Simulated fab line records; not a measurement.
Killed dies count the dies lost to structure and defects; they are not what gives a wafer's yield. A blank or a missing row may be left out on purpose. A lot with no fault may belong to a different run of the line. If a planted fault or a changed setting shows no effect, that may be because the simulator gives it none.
Which tool is to blame? || flow sky130 || 6 lots with 18 wafers sampled at 3 steps, on a route of 708 steps

WHAT THE GAUGES SHOWED, per wafer
SKY_NWELL_TW_MEAS_26.
{"lot": "L163", "measured": "day 5 21:44", "on": "film_metro-03", "NWELL_2_TW": "490.2 490.8 491.9"}
{"lot": "L165", "measured": "day 7 00:04", "on": "film_metro-03", "NWELL_2_TW": "494.3 498.0 491.9"}
{"lot": "L172", "measured": "day 8 10:20", "on": "film_metro-03", "NWELL_2_TW": "489.9 493.7 490.6"}
{"lot": "L177", "measured": "day 9 14:08", "on": "film_metro-03", "NWELL_2_TW": "492.1 493.6 492.3"}
{"lot": "L180", "measured": "day 10 09:22", "on": "film_metro-02", "NWELL_2_TW": "493.1 492.7 493.5"}
{"lot": "L182", "measured": "day 10 21:26", "on": "film_metro-04", "NWELL_2_TW": "494.4 493.5 497.1"}

EACH LOT AND THE TOOL THAT RAN IT (in order: tool; ch and the chambers of the sampled wafers; start)
{"lot": "L163", "SKY_NWELL_STRIP_14": "plasma_asher-01 ch 0, day 5 03:56", "SKY_NWELL_STRIP_25": "plasma_asher-02 ch 1, day 5 21:37"}
{"lot": "L165", "SKY_NWELL_STRIP_14": "plasma_asher-04 ch 0,1, day 6 04:28", "SKY_NWELL_STRIP_25": "plasma_asher-02 ch 0,1, day 6 23:58"}
{"lot": "L172", "SKY_NWELL_STRIP_14": "plasma_asher-01 ch 0,1, day 7 14:12", "SKY_NWELL_STRIP_25": "plasma_asher-04 ch 0,1, day 8 10:15"}
{"lot": "L177", "SKY_NWELL_STRIP_14": "plasma_asher-02 ch 0,1, day 8 16:19", "SKY_NWELL_STRIP_25": "plasma_asher-02 ch 0,1, day 9 14:02"}
{"lot": "L180", "SKY_NWELL_STRIP_14": "plasma_asher-02 ch 0,1, day 9 11:10", "SKY_NWELL_STRIP_25": "plasma_asher-04 ch 0,1, day 10 09:16"}
{"lot": "L182", "SKY_NWELL_STRIP_14": "plasma_asher-04 ch 0,1, day 9 23:07", "SKY_NWELL_STRIP_25": "plasma_asher-04 ch 0,1, day 10 21:20"}
- SKY_NWELL_STRIP_14: strips in O2/N2.
- SKY_NWELL_STRIP_25: strips in O2/N2.

THE ANSWER, worked out from the rows above alone
Rule: what is usual is taken from the lots themselves. Put in order of their means at a reading, lots are off if they are a third of the lots or fewer, leave a main group of 4 or more, and stand apart from it by a gap of 3 or more times the standard deviation of the main group's means; of several such gaps the widest counts. A main group is skipped when, at the precision printed for the reading in the tables above, its means are all equal. A lot without any number at a reading at which 4 lots or more have one is off too. Any other lot the step has rows for is counted as sound.
No lot is off on any of the readings shown, so nothing can be concluded from this.

WHAT THE SIMULATOR HAD PUT IN
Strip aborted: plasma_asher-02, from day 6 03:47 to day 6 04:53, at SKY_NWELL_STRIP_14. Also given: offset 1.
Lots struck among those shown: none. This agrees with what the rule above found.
